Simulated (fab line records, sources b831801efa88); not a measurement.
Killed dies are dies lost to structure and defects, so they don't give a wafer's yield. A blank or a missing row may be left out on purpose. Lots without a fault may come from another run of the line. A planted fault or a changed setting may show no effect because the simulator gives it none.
Tool commonality check | flow gf180mcu | 13 lots, 39 wafers sampled

WHY IT WAS OPENED
At GF_VT_IMPLANT_TW_MEAS_10 the reading VT_IMPLANT_TW is flagged on 2 of 13 lots. Wafers without a fault read 561, standard deviation 3.8.
Rule: a lot is flagged when every wafer of it that has a number lies more than 4 standard deviations from that mean, or none has a number. The other lots count as sound.

lot  | measured     | on            | VT_IMPLANT_TW, wafer by wafer | flag
L630 | day 5 15:11  | film_metro-04 | 558 559 556                   |
L632 | day 6 00:50  | film_metro-01 | 566 566 565                   |
L633 | day 6 12:01  | film_metro-01 | 568 568 567                   |
L634 | day 6 17:08  | film_metro-01 | 564 565 566                   |
L635 | day 6 23:50  | film_metro-01 | 567 562 565                   |
L637 | day 7 11:05  | film_metro-01 | 564 565 563                   |
L640 | day 8 05:38  | film_metro-01 | 567 566 567                   |
L641 | day 8 10:59  | film_metro-04 | 556 559 557                   |
L648 | day 10 02:58 | film_metro-03 | 556 556 556                   |
L649 | day 10 10:59 | film_metro-03 | 625 629 628                   | FLAGGED
L650 | day 10 15:38 | film_metro-03 | 625 626 629                   | FLAGGED
L651 | day 11 00:19 | film_metro-03 | 555 558 560                   |
L652 | day 11 04:14 | film_metro-04 | 560 563 558                   |
The numbers of the flagged lots are 627 on average: +66 against the usual, or +17 standard deviations.

WHICH TOOL RAN EACH LOT
The record holds 1 process step before the reading, out of a route of 602 steps. In each cell: the tool, then ch and the chambers that the sampled wafers went through, then the start.
lot  | flag    | GF_VT_IMPLANT_IMPLANT_08
L630 |         | implanter-02 ch 0, day 5 14:56
L632 |         | implanter-01 ch 0, day 6 00:35
L633 |         | implanter-01 ch 0, day 6 11:49
L634 |         | implanter-01 ch 0, day 6 16:53
L635 |         | implanter-03 ch 0, day 6 23:35
L637 |         | implanter-01 ch 0, day 7 10:50
L640 |         | implanter-03 ch 0, day 8 05:23
L641 |         | implanter-01 ch 0, day 8 10:44
L648 |         | implanter-02 ch 0, day 10 02:46
L649 | FLAGGED | implanter-03 ch 0, day 10 10:46
L650 | FLAGGED | implanter-03 ch 0, day 10 15:23
L651 |         | implanter-01 ch 0, day 11 00:07
L652 |         | implanter-01 ch 0, day 11 03:59
What these steps do:
- GF_VT_IMPLANT_IMPLANT_08
- GF_VT_IMPLANT_TW_MEAS_10

FLAGGED OVER TOTAL, TOOL BY TOOL (the gauges that took the reading come last)
step                     | tool          | lots run | flagged | share of the flagged lots | sound lots run after its first flagged lot
GF_VT_IMPLANT_IMPLANT_08 | implanter-01  | 7        | 0       | none                      | -
GF_VT_IMPLANT_IMPLANT_08 | implanter-02  | 2        | 0       | none                      | -
GF_VT_IMPLANT_IMPLANT_08 | implanter-03  | 4        | 2       | all                       | 0
GF_VT_IMPLANT_TW_MEAS_10 | film_metro-01 | 6        | 0       | none                      | -
GF_VT_IMPLANT_TW_MEAS_10 | film_metro-03 | 4        | 2       | all                       | 1 (L651)
GF_VT_IMPLANT_TW_MEAS_10 | film_metro-04 | 3        | 0       | none                      | -

WHAT THE TABLE ALLOWS
2 rows of the table ran every flagged lot: implanter-03 at GF_VT_IMPLANT_IMPLANT_08, film_metro-03 at GF_VT_IMPLANT_TW_MEAS_10.
- implanter-03 at GF_VT_IMPLANT_IMPLANT_08: 2 of its 4 lots flagged. Its last sound lot is L640 (day 8 05:23), its first flagged lot L649 (day 10 10:46): a fault that began between those two fits. Its own readings lie more than 4 standard deviations out on every wafer of the flagged lots: dose_ions_cm2, faraday_current_uA.
- film_metro-03 at GF_VT_IMPLANT_TW_MEAS_10: 2 of its 4 lots flagged. Sound lots ran on it after the first flagged one (L651), which a lasting fault on the whole tool wouldn't allow.
One tool is left: implanter-03 at GF_VT_IMPLANT_IMPLANT_08.

WHAT THE SIMULATOR HAD PUT IN
Process parameter drift: implanter-03, from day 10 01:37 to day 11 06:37, at GF_VT_IMPLANT_IMPLANT_08. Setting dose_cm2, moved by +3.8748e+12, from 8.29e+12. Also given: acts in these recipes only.
Lots struck among those shown: L649, L650. The rule above found the same.
